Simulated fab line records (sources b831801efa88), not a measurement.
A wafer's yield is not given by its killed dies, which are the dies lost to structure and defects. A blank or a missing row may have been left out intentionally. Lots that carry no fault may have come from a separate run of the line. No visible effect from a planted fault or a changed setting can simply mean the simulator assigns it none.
fab line records :: flow gf180mcu
record
  lots=5
  wafers=27
route steps=602 shown TOP_METAL@580
start-h: hours from the record's first day to the start of the lot's first wafer shown :: wait-h: time in hours since the lot's previous step :: " repeats the value in the row above :: L1.1+2: a row that stands for several wafers :: - no value, or no start was given :: * or withheld: withheld :: < > ~ a bound
route shown NAME@n: names a module that has steps shown in the file, with the first one's number in the route :: usual: mean/standard deviation taken from wafers without a fault :: same: alike in all rows :: chamber/n: place in a boat :: sites: readings site by site :: _std_site: the values' standard deviation :: _edge_site: outer sites' mean less inner sites' :: radius-mm: how far each site lies from the wafer's centre :: mask NAME#n: copy n :: behind: tool/chamber where the wafer was last shaped :: hold: why the lot went on hold/how many hours it stayed there/how the hold came to an end :: device: whichever transistor did not switch (one of n, p or np) :: end of line: at the end of the route, the tests of the same wafers :: a step given without rows: its recipe and nothing more :: killed: the dies lost at the first sort to structure and to defects; this is not the yield of the wafer :: map: a wafer's dies, marking killed ones x, the rest . and places with no die _
set.NAME: the setting that was run; set.NAME@STEP: the one run at that earlier step :: model.NAME: the simulator's own value behind a step, which no gauge read
one table per step and one row per wafer, for lots whose settings were changed on purpose
## steps
# step GF_TOP_METAL_DEVELOP_13
# recipe
  develop-time-s=60
  dev-temp-c=23
lot.wafer: L077.1+3+4
tool: litho-track-03
chamber: 0
start-h: 674.73
wait-h: 0.1
set.develop-time-s: 60

lot.wafer: L077.2+5+6
tool: litho-track-03
chamber: 0
start-h: 674.73
wait-h: 0.1
set.develop-time-s: 36.69

lot.wafer: L079.3+4+6
tool: litho-track-01
chamber: 0
start-h: 690.48
wait-h: 0.1
set.develop-time-s: 60

lot.wafer: L083.1+2+5
tool: litho-track-03
chamber: 0
start-h: 714.48
wait-h: 0.1
set.develop-time-s: 60

lot.wafer: L083.3+4+6
tool: litho-track-03
chamber: 0
start-h: 714.48
wait-h: 0.1
set.develop-time-s: 38.88

lot.wafer: L084.1+3+5
tool: litho-track-03
chamber: 0
start-h: 722.38
wait-h: 0.1
set.develop-time-s: 60

lot.wafer: L084.2+4+6
tool: litho-track-03
chamber: 0
start-h: 722.38
wait-h: 0.1
set.develop-time-s: 70.33

lot.wafer: L085.1+3+5
tool: litho-track-03
chamber: 0
start-h: 732.03
wait-h: 0.1
set.develop-time-s: 60

lot.wafer: L085.2+4+6
tool: litho-track-03
chamber: 0
start-h: 732.03
wait-h: 0.1
set.develop-time-s: 30.73
# step GF_TOP_METAL_METAL_ETCH_16
# recipe
  chemistry=Cl2/BCl3
  mask-material=NOVOLAK
  target-depth-nm=1077.5
  stop-on=SiO2
  pressure-mtorr=8
  icp-w=800
  bias-w=140
  Cl2_flow_sccm=80
  bcl3-flow-sccm=40
  time-s=179.6
lot.wafer: L077.1
tool: rie-metal-02
chamber: 1
start-h: 675.03
wait-h: 0.0
set.develop-time-s@TOP_METAL_DEVELOP_13: 60
model.TOP_METAL.cd-nm: 440.5

lot.wafer: L077.2+5+6
tool: rie-metal-02
chamber: 0,1,0
start-h: 675.03
wait-h: 0.0
set.develop-time-s@TOP_METAL_DEVELOP_13: 36.69
model.TOP_METAL.cd-nm: -

lot.wafer: L077.3
tool: rie-metal-02
chamber: 0
start-h: 675.03
wait-h: 0.0
set.develop-time-s@TOP_METAL_DEVELOP_13: 60
model.TOP_METAL.cd-nm: 448.2

lot.wafer: L077.4
tool: rie-metal-02
chamber: 1
start-h: 675.03
wait-h: 0.0
set.develop-time-s@TOP_METAL_DEVELOP_13: 60
model.TOP_METAL.cd-nm: 449

lot.wafer: L079.3
tool: rie-metal-01
chamber: 0
start-h: 690.79
wait-h: 0.1
set.develop-time-s@TOP_METAL_DEVELOP_13: 60
model.TOP_METAL.cd-nm: 449.6

lot.wafer: L079.4
tool: rie-metal-01
chamber: 1
start-h: 690.79
wait-h: 0.1
set.develop-time-s@TOP_METAL_DEVELOP_13: 60
model.TOP_METAL.cd-nm: 440

lot.wafer: L079.6
tool: rie-metal-01
chamber: 1
start-h: 690.79
wait-h: 0.1
set.develop-time-s@TOP_METAL_DEVELOP_13: 60
model.TOP_METAL.cd-nm: 437.3

lot.wafer: L083.1
tool: rie-metal-01
chamber: 1
start-h: 714.78
wait-h: 0.0
set.develop-time-s@TOP_METAL_DEVELOP_13: 60
model.TOP_METAL.cd-nm: 448.4

lot.wafer: L083.2
tool: rie-metal-01
chamber: 0
start-h: 714.78
wait-h: 0.0
set.develop-time-s@TOP_METAL_DEVELOP_13: 60
model.TOP_METAL.cd-nm: 452.1

lot.wafer: L083.3
tool: rie-metal-01
chamber: 1
start-h: 714.78
wait-h: 0.0
set.develop-time-s@TOP_METAL_DEVELOP_13: 38.88
model.TOP_METAL.cd-nm: 493.5

lot.wafer: L083.4+6
tool: rie-metal-01
chamber: 0,1
start-h: 714.78
wait-h: 0.0
set.develop-time-s@TOP_METAL_DEVELOP_13: 38.88
model.TOP_METAL.cd-nm: -

lot.wafer: L083.5
tool: rie-metal-01
chamber: 0
start-h: 714.78
wait-h: 0.0
set.develop-time-s@TOP_METAL_DEVELOP_13: 60
model.TOP_METAL.cd-nm: 450.8

lot.wafer: L084.1
tool: rie-metal-03
chamber: 0
start-h: 722.68
wait-h: 0.0
set.develop-time-s@TOP_METAL_DEVELOP_13: 60
model.TOP_METAL.cd-nm: 435.6

lot.wafer: L084.2
tool: rie-metal-03
chamber: 0
start-h: 722.68
wait-h: 0.0
set.develop-time-s@TOP_METAL_DEVELOP_13: 70.33
model.TOP_METAL.cd-nm: 415.6

lot.wafer: L084.3
tool: rie-metal-03
chamber: 0
start-h: 722.68
wait-h: 0.0
set.develop-time-s@TOP_METAL_DEVELOP_13: 60
model.TOP_METAL.cd-nm: 431.9

lot.wafer: L084.4
tool: rie-metal-03
chamber: 0
start-h: 722.68
wait-h: 0.0
set.develop-time-s@TOP_METAL_DEVELOP_13: 70.33
model.TOP_METAL.cd-nm: 417.2

lot.wafer: L084.5
tool: rie-metal-03
chamber: 0
start-h: 722.68
wait-h: 0.0
set.develop-time-s@TOP_METAL_DEVELOP_13: 60
model.TOP_METAL.cd-nm: 434.7

lot.wafer: L084.6
tool: rie-metal-03
chamber: 0
start-h: 722.68
wait-h: 0.0
set.develop-time-s@TOP_METAL_DEVELOP_13: 70.33
model.TOP_METAL.cd-nm: 421.5

lot.wafer: L085.1
tool: rie-metal-01
chamber: 0
start-h: 732.33
wait-h: 0.0
set.develop-time-s@TOP_METAL_DEVELOP_13: 60
model.TOP_METAL.cd-nm: 450.7

lot.wafer: L085.2+4+6
tool: rie-metal-01
chamber: 1,0,0
start-h: 732.33
wait-h: 0.0
set.develop-time-s@TOP_METAL_DEVELOP_13: 30.73
model.TOP_METAL.cd-nm: -

lot.wafer: L085.3
tool: rie-metal-01
chamber: 1
start-h: 732.33
wait-h: 0.0
set.develop-time-s@TOP_METAL_DEVELOP_13: 60
model.TOP_METAL.cd-nm: 443.1

lot.wafer: L085.5
tool: rie-metal-01
chamber: 1
start-h: 732.33
wait-h: 0.0
set.develop-time-s@TOP_METAL_DEVELOP_13: 60
model.TOP_METAL.cd-nm: 444.2
## key
split
  step=GF_TOP_METAL_DEVELOP_13
  setting=develop-time-s
  stated=60
  by=wafer
response
  step=GF_TOP_METAL_METAL_ETCH_16
  reading=model.TOP_METAL.cd-nm
  change=-1.13
  per=1%
  r=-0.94
